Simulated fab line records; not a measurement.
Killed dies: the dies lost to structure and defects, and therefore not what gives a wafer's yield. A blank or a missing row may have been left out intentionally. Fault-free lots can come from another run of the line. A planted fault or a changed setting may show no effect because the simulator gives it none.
Shared-tool check ; flow gf180mcu ; Sample size 11 lots and 33 wafers

WHY THIS WAS OPENED
At GF_NWELL_TW_MEAS_11 the reading NWELL_TW is flagged on 2 of 11 lots. Wafers without a fault read 1573, standard deviation 14.
Rule: a lot is flagged when every wafer of it that has a number lies more than 4 standard deviations from that mean, or none has a number. All remaining lots are regarded as sound.

lot;measured;on;NWELL_TW, wafer by wafer;flag
L781;day 3 17:32;film-metro-01;1594 1596 1590;
L782;day 4 01:36;film-metro-03;1558 1559 1552;
L783;day 4 01:58;film-metro-01;1586 1591 1584;
L785;day 4 13:38;film-metro-01;1594 1588 1587;
L786;day 4 19:12;film-metro-02;1572 1556 1564;
L787;day 5 02:17;film-metro-01;1592 1592 1591;
L791;day 5 21:45;film-metro-03;1330 1323 1320;FLAGGED
L792;day 6 02:56;film-metro-03;1554 1550 1551;
L795;day 6 18:47;film-metro-01;1334 1336 1340;FLAGGED
L801;day 8 04:20;film-metro-03;1556 1566 1555;
L802;day 8 07:50;film-metro-03;1556 1553 1563;
The numbers of the flagged lots are 1330 on average: -242 against the usual, or -17 standard deviations.

LOT BY LOT: THE TOOL USED
The record keeps 1 process step preceding the reading, out of 602 steps on the route. Every cell lists first the tool, next ch and the chambers used by the sampled wafers, and last the start.
lot;flag;GF_NWELL_IMPLANT_08
L781;;implanter-01 ch 0, day 3 17:09
L782;;implanter-04 ch 0, day 4 01:14
L783;;implanter-01 ch 0, day 4 01:36
L785;;implanter-04 ch 0, day 4 13:15
L786;;implanter-02 ch 0, day 4 18:48
L787;;implanter-04 ch 0, day 5 01:50
L791;FLAGGED;implanter-04 ch 0, day 5 21:21
L792;;implanter-02 ch 0, day 6 02:32
L795;FLAGGED;implanter-04 ch 0, day 6 18:23
L801;;implanter-02 ch 0, day 8 03:56
L802;;implanter-02 ch 0, day 8 07:26
What is done by these steps:
- GF_NWELL_IMPLANT_08
- GF_NWELL_TW_MEAS_11

FLAGGED OVER TOTAL, TOOL BY TOOL (the gauges that took the reading come last)
step;tool;lots run;flagged;share of the flagged lots;sound lots run after its first flagged lot
GF_NWELL_IMPLANT_08;implanter-01;2;0;none;-
GF_NWELL_IMPLANT_08;implanter-02;4;0;none;-
GF_NWELL_IMPLANT_08;implanter-04;5;2;all;0
GF_NWELL_TW_MEAS_11;film-metro-01;5;1;some;0
GF_NWELL_TW_MEAS_11;film-metro-02;1;0;none;-
GF_NWELL_TW_MEAS_11;film-metro-03;5;1;some;3 (L792,L801,L802)

THE TABLE: WHAT IT ALLOWS
Rows of the table that ran each flagged lot: 1, that is implanter-04 at GF_NWELL_IMPLANT_08.
- implanter-04 at GF_NWELL_IMPLANT_08 ran 5 lots, 2 of them flagged. It ran its last sound lot, L787, at day 5 01:50 and its first flagged lot, L791, at day 5 21:21: a fault with its onset between the two fits. Its own readings lie more than 4 standard deviations out on every wafer of the flagged lots: dose-ions-cm2, faraday-current-uA.
What remains is a single tool, implanter-04 at GF_NWELL_IMPLANT_08.

WHAT THE SIMULATOR PUT IN
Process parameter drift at GF_NWELL_IMPLANT_08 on implanter-04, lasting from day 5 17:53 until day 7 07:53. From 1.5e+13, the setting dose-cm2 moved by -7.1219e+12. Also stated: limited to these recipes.
Struck lots among those shown: L791, L795. The rule above reached the same finding.
